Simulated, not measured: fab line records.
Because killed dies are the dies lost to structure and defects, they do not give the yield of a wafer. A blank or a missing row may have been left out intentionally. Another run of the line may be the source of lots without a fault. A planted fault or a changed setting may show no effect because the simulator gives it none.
The tool behind it: which one?	flow sky130	10 lots with 30 wafers sampled at 2 steps, on a route of 708 steps

== WHAT THE GAUGES SHOWED, per wafer ==
SKY_SONOS_ONO_THK_MEAS_03.
lot	measured	on	SONOS_ONO_CVD_02_THK (nm)
L661	day 11 07:34	film_metro-02	10.46 10.49 10.57
L662	day 11 18:42	film_metro-04	10.22 10.40 10.46
L663	day 11 22:08	film_metro-02	10.33 10.39 10.33
L664	day 12 03:34	film_metro-02	10.36 10.48 10.38
L665	day 12 17:40	film_metro-01	10.37 10.55 10.44
L666	day 12 17:39	film_metro-04	10.67 10.57 10.61
L675	day 16 03:12	film_metro-01	7.48 7.35 7.57
L676	day 16 14:16	film_metro-01	7.18 7.11 7.20
L683	day 18 22:51	film_metro-02	10.38 10.42 10.39
L684	day 19 08:44	film_metro-01	10.44 10.45 10.34

== WHAT TOOL EACH LOT RAN ON (gives the tool, then ch and the chambers of the sampled wafers, and finally the start) ==
lot	SKY_SONOS_ONO_CVD_02
L661	lpcvd-02 ch 1, day 11 06:30
L662	lpcvd-02 ch 0, day 11 17:39
L663	lpcvd-02 ch 1, day 11 21:04
L664	lpcvd-02 ch 0, day 12 02:31
L665	lpcvd-02 ch 0, day 12 16:36
L666	lpcvd-02 ch 1, day 12 16:36
L675	lpcvd-02 ch 1, day 16 02:09
L676	lpcvd-02 ch 1, day 16 13:13
L683	lpcvd-02 ch 0, day 18 21:15
L684	lpcvd-02 ch 0, day 19 07:10
- SKY_SONOS_ONO_CVD_02: deposits Si3N4 from DCS/NH3, target thk 10.5 nm, time 180 s.

== THE ANSWER, worked out from the rows above alone ==
Rule: the lots themselves supply what counts as usual. Put in order of their means at a reading, lots are off if they are a third of the lots or fewer, leave a main group of 4 or more, and stand apart from it by a gap of 3 or more times the standard deviation of the main group's means; of several such gaps the widest counts. A main group whose means are all the same, to the digits that the tables above print for the reading, isn't used. Also off: a lot with no number at a reading for which 4 or more lots have one. Any other lot the step has rows for is counted as sound.
Off: L675, L676, seen at SKY_SONOS_ONO_THK_MEAS_03 (SONOS_ONO_CVD_02_THK). For the main group the mean is 10.44 nm and the standard deviation 0.082.
If a tool, at a process step before that reading, ran all the lots that are off and no sound lot after the first of them, it fits. The gauges at SKY_SONOS_ONO_THK_MEAS_03 are tried like those tools. Not one of the candidates tried fits.

== WHAT HAD BEEN PUT IN BY THE SIMULATOR ==
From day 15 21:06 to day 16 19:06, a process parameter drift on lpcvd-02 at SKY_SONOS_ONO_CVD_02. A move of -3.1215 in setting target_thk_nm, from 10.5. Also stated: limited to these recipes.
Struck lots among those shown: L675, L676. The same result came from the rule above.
